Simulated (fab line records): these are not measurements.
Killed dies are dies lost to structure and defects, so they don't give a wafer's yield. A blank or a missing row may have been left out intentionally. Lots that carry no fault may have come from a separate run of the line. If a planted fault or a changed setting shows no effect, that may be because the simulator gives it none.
Which tool did it? ; flow sky130 ; 11 lots, 33 wafers sampled, at 3 steps of a route of 708

WHAT THE GAUGES SHOWED, per wafer
SKY_PASSIVATION_THK_MEAS_03.
lot;measured;on;PASSIVATION_CVD_02_THK (nm)
L489;day 44 16:53;filmMetro-04;536 537 540
L491;day 44 17:32;filmMetro-02;525 533 533
L495;day 46 03:47;filmMetro-02;534 525 541
L498;day 46 08:04;filmMetro-02;539 549 551
L497;day 46 09:50;filmMetro-01;531 535 547
L499;day 46 11:03;filmMetro-01;536 250 534
L500;day 46 22:23;filmMetro-04;535 547 263
L503;day 47 12:44;filmMetro-01;538 541 543
L504;day 48 01:02;filmMetro-02;533 543 540
L509;day 49 13:02;filmMetro-01;531 535 544
L510;day 50 07:43;filmMetro-04;528 534 530

TOOL THAT RAN EACH LOT (tool first, then ch and the chambers of the sampled wafers, then the start)
lot;SKY_METAL3_ETCH_17;SKY_PASSIVATION_CVD_02
L489;rieDiel-02 ch 0,1,2, day 39 14:52;pecvd-02 ch 0,1,2, day 44 16:38
L491;rieDiel-01 ch 1,2,3, day 39 17:08;pecvd-04 ch 0,2, day 44 17:11
L495;rieDiel-01 ch 1,3, day 40 18:33;pecvd-04 ch 0,2, day 46 03:34
L498;rieDiel-04 ch 1,3, day 41 06:07;pecvd-01 ch 0,2, day 46 07:49
L497;rieDiel-04 ch 0,3, day 41 08:56;pecvd-01 ch 1,2, day 46 09:37
L499;rieDiel-02 ch 1,2,3, day 41 10:15;pecvd-01 ch 0,1,2, day 46 10:49
L500;rieDiel-01 ch 0,3, day 42 02:33;pecvd-01 ch 0,1,2, day 46 22:09
L503;rieDiel-01 ch 0,2, day 42 20:56;pecvd-02 ch 1,2, day 47 12:29
L504;rieDiel-02 ch 0,3, day 43 06:08;pecvd-04 ch 0,1, day 48 00:49
L509;rieDiel-04 ch 0,1,3, day 45 03:48;pecvd-04 ch 0,1,2, day 49 12:49
L510;rieDiel-04 ch 0,1,2, day 46 03:36;pecvd-01 ch 1,2, day 50 07:22
- SKY_METAL3_ETCH_17: etches SiO2 in C4F8/O2/Ar, stops on TiN, time 3.9 s, target depth 15 nm.
- SKY_PASSIVATION_CVD_02: deposits Si3N4, target thk 540 nm.

THE ANSWER, worked out from the rows above alone
Rule: usual is defined by the lots themselves. The widest of any qualifying gaps counts: lots, ordered by their means at a reading, are off when they make up no more than a third of the lots, leave a main group of 4 or more, and stand apart from it by 3 or more times the standard deviation of that group's means. The tables above print the reading to a certain number of digits; a main group whose means all agree to those digits is not used. Also off: a lot with no number at a reading for which 4 or more lots have one. Any other lot the step has rows for is counted as sound.
Off: L499, L500, seen at SKY_PASSIVATION_THK_MEAS_03 (PASSIVATION_CVD_02_THK). Main group: mean 537 nm, sd 4.7.
A tool fits if, at a process step before that reading, it ran every lot that is off, and no sound lot after the first of them. Those tools and the gauges at SKY_PASSIVATION_THK_MEAS_03 are tried in the same way. None of those tried fits.

WHAT HAD BEEN PUT IN BY THE SIMULATOR
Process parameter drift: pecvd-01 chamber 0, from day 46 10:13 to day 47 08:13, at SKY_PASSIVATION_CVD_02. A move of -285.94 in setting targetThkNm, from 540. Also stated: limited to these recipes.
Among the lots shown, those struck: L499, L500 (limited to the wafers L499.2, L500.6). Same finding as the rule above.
